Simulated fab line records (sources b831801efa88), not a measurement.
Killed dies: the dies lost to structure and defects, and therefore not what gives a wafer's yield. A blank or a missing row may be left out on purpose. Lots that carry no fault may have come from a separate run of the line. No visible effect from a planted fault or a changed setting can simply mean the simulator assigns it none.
What tool caused it? ; flow sky130 ; 14 lots, 42 wafers sampled, at 3 steps of a route of 708

## WHAT EACH GAUGE READ, for each wafer
SKY_POLY_CUT_CD_MEAS_08 targets a cd of 270 nm. Usual: cdNm at 269.9 nm, with a standard deviation of 1.5.
lot;measured;on;cdNm (nm);flag
L313;day 24 14:20;cdSem-02;273.8 270.8 272.5;
L314;day 24 21:46;cdSem-02;269.5 271.1 269.6;
L315;day 25 02:38;cdSem-01;267.4 267.2 269.2;
L316;day 25 04:23;cdSem-01;268.8 268.4 269.5;
L317;day 25 07:54;cdSem-01;271.1 272.4 270.4;
L319;day 26 06:50;cdSem-02;269.9 270.0 269.5;
L320;day 26 15:02;cdSem-01;268.8 268.4 269.6;
L321;day 27 01:12;cdSem-01;270.3 269.5 270.3;
L322;day 27 04:10;cdSem-01;271.6 268.8 272.0;
L330;day 30 14:48;cdSem-01;268.1 268.4 267.0;
L332;day 30 18:11;cdSem-02;271.4 272.0 270.2;
L334;day 32 03:17;cdSem-02;268.4 269.1 268.6;
L336;day 32 04:14;cdSem-02;270.6 269.6 269.9;
L335;day 32 15:01;cdSem-02;269.1 269.8 269.4;

SKY_POLY_CUT_OVL_MEAS_09. Usual: POLY_CUT_OVL typically reads 4 nm, with standard deviation 6.
lot;measured;on;POLY_CUT_OVL (nm);flag
L313;day 24 14:25;overlay-01;14 -2 10;
L314;day 24 21:50;overlay-01;9 -3 12;
L315;day 25 02:44;overlay-01;7 9 3;
L316;day 25 04:30;overlay-01;7 -12 7;
L317;day 25 08:01;overlay-01;-4 8 8;
L319;day 26 06:56;overlay-01;-3 1 1;
L320;day 26 15:09;overlay-02;3 0 3;
L321;day 27 01:19;overlay-02;1 4 10;
L322;day 27 04:17;overlay-02;-9 8 -7;
L330;day 30 14:55;overlay-01;-1 2 1;
L332;day 30 18:18;overlay-01;-3 5 -1;
L334;day 32 03:24;overlay-02;-1 2 3;
L336;day 32 04:21;overlay-01;7 7 5;
L335;day 32 15:07;overlay-02;13 -8 4;

## EACH LOT AND THE TOOL THAT RAN IT (in order: tool; ch and the chambers of the sampled wafers; start)
lot;SKY_LDD_LDN_STRIP_12
L313;plasmaAsher-04 ch 0,1, day 23 06:59
L314;plasmaAsher-01 ch 0,1, day 23 07:37
L315;plasmaAsher-03 ch 0,1, day 23 19:26
L316;plasmaAsher-03 ch 0,1, day 23 20:42
L317;plasmaAsher-03 ch 0,1, day 24 00:12
L319;plasmaAsher-03 ch 0,1, day 24 23:26
L320;plasmaAsher-03 ch 0,1, day 25 10:36
L321;plasmaAsher-03 ch 0,1, day 25 22:44
L322;plasmaAsher-04 ch 0,1, day 26 01:47
L330;plasmaAsher-04 ch 0,1, day 29 08:05
L332;plasmaAsher-01 ch 0,1, day 29 12:36
L334;plasmaAsher-01 ch 0,1, day 30 23:15
L336;plasmaAsher-03 ch 1, day 30 23:37
L335;plasmaAsher-01 ch 0,1, day 31 10:26
- SKY_LDD_LDN_STRIP_12: strips in O2/N2.

## WHAT THE TOOLS THEMSELVES READ (means of the sampled wafers that have a number; where no wafer has one, the mark that the record gives instead)
SKY_LDD_LDN_STRIP_12. Usual: drypumpMotorCurrentA 5.9 A, standard deviation 0.49; o2FlowSccm 3000 sccm, standard deviation 8.4; oesProductAu 0.715 a.u., standard deviation 0.0047; stripTimeToEndpointS 14.18 s, standard deviation 0.053.
lot;tool;drypumpMotorCurrentA (A);o2FlowSccm (sccm);oesProductAu (a.u.);stripTimeToEndpointS (s);flag
L313;plasmaAsher-04;5.8;3000;0.714;14.11;
L314;plasmaAsher-01;5.8;3004;0.714;14.23;
L315;plasmaAsher-03;6.1;3003;0.715;14.15;
L316;plasmaAsher-03;5.8;3000;0.717;14.20;
L317;plasmaAsher-03;5.8;2994;0.717;14.17;
L319;plasmaAsher-03;5.8;3003;0.716;14.16;
L320;plasmaAsher-03;5.8;3001;0.717;14.19;
L321;plasmaAsher-03;6.2;3001;0.714;14.20;
L322;plasmaAsher-04;5.5;2995;0.710;14.12;
L330;plasmaAsher-04;5.4;2993;0.718;14.25;
L332;plasmaAsher-01;6.1;3003;0.717;14.05;
L334;plasmaAsher-01;6.1;3011;0.720;14.19;
L336;plasmaAsher-03;6.5;2991;0.717;14.16;
L335;plasmaAsher-01;6.1;2992;0.717;14.21;

## THE ANSWER, worked out from the rows above alone
Rule: lot off if the mean of its wafers having a number is beyond 3 standard deviations from the usual mean. Also off: a lot with no number at a reading for which 4 or more lots have one. All remaining lots with rows at the step are treated as sound. Order of review: gauges by route order, followed by the tools' own readings, for which a lot's mean as printed above is used. At the first step where some lot is off, the reading lying furthest off is the one used; lots without a number count as furthest.
Across all readings shown, no lot is off: no conclusion can be drawn from this.

## WHAT THE SIMULATOR HAD PUT IN
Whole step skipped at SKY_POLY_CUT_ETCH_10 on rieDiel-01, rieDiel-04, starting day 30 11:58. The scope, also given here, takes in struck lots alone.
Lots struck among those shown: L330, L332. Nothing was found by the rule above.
